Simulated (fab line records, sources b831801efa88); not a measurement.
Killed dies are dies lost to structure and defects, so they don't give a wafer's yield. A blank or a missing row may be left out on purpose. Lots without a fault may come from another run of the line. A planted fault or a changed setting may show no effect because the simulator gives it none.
fab line records | flow sky130
record lots=14 wafers=42 last_day=51
route steps=708 shown LDD_HVN@273 POLY_CUT@317 SD_P@359 LOCAL_INTERCONNECT@387
lots that met no fault: from a run of the same line without faults
start_h: hours from the record's first day to the start of the lot's first wafer shown | wait_h: hours since the lot's step before | " the same as in the row above | L1.1+2: a row that stands for several wafers | - no value, or no start given | * or withheld: withheld | < > ~ a bound
route shown NAME@n: a module of which the file shows steps, and the number in the route of the first | usual: mean/standard deviation of fault-free wafers | same: alike in all rows | chamber/n: place in a boat | sites: the reading at each site | _std_site: their standard deviation | _edge_site: outer sites' mean less inner sites' | radius_mm: how far each site lies from the wafer's centre | mask NAME#n: copy n | behind: the tool/chamber that last shaped the wafer | hold: why the lot was held/for how many hours/how that ended | device: the transistor (n, p or np) that didn't switch | end of line: the same wafers' tests at the end of the route | a step without rows: its recipe alone | killed: dies lost to structure and defects at the first sort, not the wafer's yield | map: a wafer's dies, x killed, . not, _ none there
set.NAME: the setting as run; set.NAME@STEP: as run at that earlier step | model.NAME: the simulator's own value behind a step, which no gauge read
steps of the route over a sample of lots; a table a step, a row a wafer
services: from which hour (start_h, from the record's first day; less than 0 if before it) a tool's chamber was out of use, for how many hours, and why
## steps
# step SKY_LDD_HVN_DEVELOP_06
# recipe resist=NOVOLAK developer=TMAH develop_time_s=60 dev_temp_c=23
# usual chill_plate_temp_C=23.00/0.098 develop_time_s=60/0
# columns lot.wafer tool chamber start_h wait_h chill_plate_temp_C develop_time_s
L885.1 litho_track-04 0 493.35 0.1 23.03 60
L885.3 " 0 " " 23.08 60
L885.5 " 0 " " 22.96 60
L884.1 litho_track-01 0 493.55 0.1 23.02 60
L884.4 " 0 " " 23.03 60
L884.5 " 0 " " 23.01 60
L886.2 litho_track-03 0 508.17 0.1 22.83 60
L886.5 " 0 " " 22.88 60
L886.6 " 0 " " 22.69 60
L888.2 litho_track-03 0 519.52 0.1 22.99 60
L888.3 " 0 " " 22.96 60
L888.6 " 0 " " 23.00 60
L889.3 litho_track-01 0 531.55 0.1 22.96 60
L889.5 " 0 " " 23.14 60
L889.6 " 0 " " 22.92 60
L890.1 litho_track-04 0 538.05 0.1 22.98 60
L890.2 " 0 " " 22.97 60
L890.5 " 0 " " 22.79 60
L891.1 litho_track-01 0 545.75 0.1 23.02 60
L891.4 " 0 " " 22.99 60
L891.5 " 0 " " 23.11 60
L893.2 litho_track-04 0 555.53 0.1 23.11 60
L893.4 " 0 " " 23.17 60
L893.6 " 0 " " 23.10 60
L894.1 litho_track-04 0 565.30 0.1 23.00 60
L894.5 " 0 " " 22.96 60
L894.6 " 0 " " 23.00 60
L903.2 litho_track-01 - 638.37 0.1 - -
L903.3 " - " " - -
L903.5 " - " " - -
L904.1 litho_track-04 - 645.30 0.1 - -
L904.3 " - " " - -
L904.5 " - " " - -
L905.1 litho_track-01 0 664.15 0.1 22.98 60
L905.3 " 0 " " 23.05 60
L905.6 " 0 " " 23.08 60
L906.2 litho_track-04 0 665.78 0.1 22.98 60
L906.5 " 0 " " 23.01 60
L906.6 " 0 " " 23.05 60
L907.4 litho_track-01 0 670.02 0.1 22.78 60
L907.5 " 0 " " 22.91 60
L907.6 " 0 " " 22.89 60
# step SKY_POLY_CUT_ETCH_10
# recipe chemistry=N2/H2 target=BARC ion_energy_ev=200 source_w=500 bias_w=100 pressure_mtorr=30 n2_flow_sccm=100 h2_flow_sccm=200 stop_on=SiO2 time_s=45.9 target_depth_a=600
# usual drypump_motor_current_A=5.8/0.41 oes_product_au=0.854/0.0046 throttle_valve_pct=13.226/0.0097
# columns lot.wafer tool chamber start_h wait_h drypump_motor_current_A oes_product_au rf_hours_counter_h throttle_valve_pct
L885.1 rie_diel-01 0 588.85 0.0 6.2 0.858 50 13.225
L885.3 " 1 " " 5.7 0.854 5 13.237
L885.5 " 1 " " 5.7 0.850 - 13.217
L884.1 rie_diel-02 3 589.66 0.0 5.6 0.857 2 13.224
L884.4 " 0 " " 5.7 0.852 12 13.224
L884.5 " 1 " " 6.6 0.849 - 13.229
L886.2 rie_diel-04 1 602.11 0.0 5.8 0.856 71 13.225
L886.5 " 1 " " 5.7 0.855 - 13.226
L886.6 " 2 " " 5.5 0.853 - 13.238
L888.2 rie_diel-01 1 612.65 0.0 5.6 0.852 5 13.223
L888.3 " 3 " " 5.7 0.849 17 13.229
L888.6 " 0 " " 6.2 0.843 - 13.233
L889.3 rie_diel-04 2 624.33 0.0 5.5 0.852 5 13.224
L889.5 " 2 " " 5.5 0.853 - 13.229
L889.6 " 3 " " 5.7 0.853 - 13.218
L890.1 rie_diel-01 3 632.28 0.0 5.7 0.857 18 13.222
L890.2 " 0 " " 6.1 0.857 51 13.229
L890.5 " 0 " " 6.2 0.858 - 13.227
L891.1 rie_diel-01 3 640.36 0.0 5.7 0.850 18 13.231
L891.4 " 0 " " 6.1 0.845 51 13.231
L891.5 " 2 " " 5.3 0.851 - 13.231
L893.2 rie_diel-04 0 646.77 0.0 5.5 0.856 37 13.230
L893.4 " 0 " " 5.5 0.850 - 13.222
L893.6 " 2 " " 5.5 0.853 - 13.235
L894.1 rie_diel-01 1 656.01 0.0 5.6 0.864 6 13.227
L894.5 " 0 " " 6.2 0.844 - 13.220
L894.6 " 1 " " 5.6 0.852 - 13.229
L903.2 rie_diel-04 2 728.25 0.0 5.5 0.848 8 13.238
L903.3 " 1 " " 5.8 0.854 2 13.215
L903.5 " 3 " " 5.7 0.857 - 13.213
L904.1 rie_diel-01 2 735.31 0.0 5.3 0.845 38 13.238
L904.3 " 3 " " 5.7 0.851 20 13.229
L904.5 " 3 " " 5.7 0.856 - 13.227
L905.1 rie_diel-04 1 750.69 0.0 5.8 0.853 3 13.220
L905.3 " 2 " " 5.5 0.855 8 13.216
L905.6 " 0 " " 5.5 0.856 - 13.220
L906.2 rie_diel-02 3 753.49 0.0 5.6 0.854 5 13.201
L906.5 " 3 " " 5.6 0.856 - 13.229
L906.6 " 2 " " 6.7 0.856 - 13.215
L907.4 rie_diel-02 1 758.28 0.0 6.6 0.852 - 13.216
L907.5 " 2 " " 6.7 0.857 - 13.224
L907.6 " 0 " " 5.7 0.861 - 13.217
# step SKY_SD_N_RS_MEAS_17
# recipe thk_meas_gauge=four-point-probe
# usual SD_P_RS=147.0/0.39
# columns lot.wafer tool chamber start_h wait_h SD_P_RS[ohm/sq]
L885.1 film_metro-02 - 678.46 0.1 146.8
L885.3 " - " " 146.6
L885.5 " - " " 146.5
L884.1 film_metro-03 - 679.01 0.1 147.5
L884.4 " - " " 146.9
L884.5 " - " " 147.5
L886.2 film_metro-04 - 690.53 0.1 146.6
L886.5 " - " " 146.8
L886.6 " - " " 147.0
L888.2 film_metro-03 - 701.11 0.1 147.2
L888.3 " - " " 147.1
L888.6 " - " " 147.5
L889.3 film_metro-02 - 711.90 0.1 147.3
L889.5 " - " " 147.0
L889.6 " - " " 146.9
L890.1 film_metro-03 - 718.54 0.1 147.4
L890.2 " - " " 148.0
L890.5 " - " " 148.0
L891.1 film_metro-02 - 726.71 0.1 147.0
L891.4 " - " " 147.2
L891.5 " - " " 147.2
L893.2 film_metro-04 - 732.88 0.1 146.9
L893.4 " - " " 146.8
L893.6 " - " " 146.9
L894.1 film_metro-04 - 743.20 0.1 146.7
L894.5 " - " " 146.5
L894.6 " - " " 146.0
L903.2 film_metro-04 - 812.42 0.1 146.7
L903.3 " - " " 146.9
L903.5 " - " " 146.6
L904.1 film_metro-02 - 818.67 0.1 147.1
L904.3 " - " " 147.0
L904.5 " - " " 147.1
L905.1 film_metro-03 - 832.93 0.1 147.2
L905.3 " - " " 147.4
L905.6 " - " " 147.1
L906.2 film_metro-04 - 835.46 0.1 147.1
L906.5 " - " " 147.1
L906.6 " - " " 146.6
L907.4 film_metro-02 - 840.72 0.1 147.6
L907.5 " - " " 146.5
L907.6 " - " " 146.8
# step SKY_LOCAL_INTERCONNECT_SPUTTER_00
# recipe material=TiN target_thk_nm=100 temp_c=300 power_w=6500 time_s=83.3 chamber_pressure_pa=0.4
# usual throttle_valve_pct=30.1/0.96
# columns lot.wafer tool chamber start_h wait_h throttle_valve_pct
L885.1 pvd_sputter-01 - 709.27 0.2 31.5
L885.3 " - " " 28.8
L885.5 " - " " 31.4
L884.1 pvd_sputter-04 - 709.72 0.2 29.9
L884.4 " - " " 31.7
L884.5 " - " " 29.4
L886.2 pvd_sputter-02 - 720.17 0.1 31.2
L886.5 " - " " 30.9
L886.6 " - " " 29.6
L888.2 pvd_sputter-01 - 731.44 0.2 28.8
L888.3 " - " " 30.2
L888.6 " - " " 30.5
L889.3 pvd_sputter-04 - 742.17 0.1 29.7
L889.5 " - " " 31.1
L889.6 " - " " 29.8
L890.1 pvd_sputter-01 - 748.61 0.2 28.8
L890.2 " - " " 31.7
L890.5 " - " " 28.9
L891.1 pvd_sputter-02 - 756.10 0.2 29.7
L891.4 " - " " 31.1
L891.5 " - " " 29.7
L893.2 pvd_sputter-01 - 762.87 0.2 28.6
L893.4 " - " " 28.9
L893.6 " - " " 30.2
L894.1 pvd_sputter-01 - 773.39 0.2 30.5
L894.5 " - " " 30.0
L894.6 " - " " 31.5
L903.2 pvd_sputter-02 - 841.23 0.2 29.7
L903.3 " - " " 29.6
L903.5 " - " " 31.1
L904.1 pvd_sputter-01 - 846.74 0.1 29.0
L904.3 " - " " 31.6
L904.5 " - " " 31.6
L905.1 pvd_sputter-04 - 862.22 0.1 31.1
L905.3 " - " " 29.9
L905.6 " - " " 29.9
L906.2 pvd_sputter-04 - 864.76 0.2 29.9
L906.5 " - " " 30.0
L906.6 " - " " 29.9
L907.4 pvd_sputter-04 - 869.09 0.1 31.5
L907.5 " - " " 29.9
L907.6 " - " " 31.5
## services
# columns tool chamber start_h hours kind
rie_diel-02 - 476.11 2.8 pm
rie_diel-02 3 480.02 10.0 repair
pvd_sputter-04 - 504.43 2.1 repair
rie_diel-02 2 558.36 6.4 repair
rie_diel-01 0 558.73 12.4 repair
pvd_sputter-04 - 559.44 1.1 repair
rie_diel-02 3 565.03 1.7 repair
pvd_sputter-04 - 569.59 17.9 repair
pvd_sputter-01 - 601.51 1.9 repair
rie_diel-01 2 610.02 6.3 repair
pvd_sputter-02 - 637.29 6.8 repair
pvd_sputter-01 - 643.21 9.7 repair
rie_diel-04 3 646.32 4.1 repair
pvd_sputter-01 - 657.12 39.4 repair
rie_diel-04 3 671.06 15.1 repair
rie_diel-04 0 677.75 7.6 repair
rie_diel-04 1 708.21 13.3 repair
pvd_sputter-01 - 714.30 1.2 repair
rie_diel-04 0 723.89 24.5 repair
rie_diel-01 - 734.01 0.3 repair
rie_diel-01 - 761.27 0.3 repair
pvd_sputter-01 - 776.04 2.4 repair
rie_diel-04 2 791.05 6.6 repair
rie_diel-04 1 858.88 27.6 repair
## key
first_sign step=SKY_LDD_HVN_DEVELOP_06 reading=tool_record direction=missing
effect none on later readings
met_at SKY_LDD_HVN_DEVELOP_06
struck_lots L903,L904
sort_left_out L903.2,L903.3,L903.5,L904.1,L904.3,L904.5
tester_left_out L903,L904
not_acting_at SKY_POLY_CUT_ETCH_10,SKY_SD_N_RS_MEAS_17,SKY_LOCAL_INTERCONNECT_SPUTTER_00
onset_between 565.30 638.37
fault kind=skipped_step_whole tool=litho_track-01,litho_track-04 chamber=- onset_h=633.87 steps=SKY_LDD_HVN_DEVELOP_06 scope=struck_lots_only
# tester_left_out: of these lots the tester's yield and bins aren't shown, on N5 and GAA mostly nor the transistor test; their killed dies are dies lost to structure and defects alone, not to doping, threshold or leakage, so they don't give the yield
# sort_left_out: the simulated sort isn't trusted on such a fault, so these wafers' sort isn't shown, and their yield isn't known
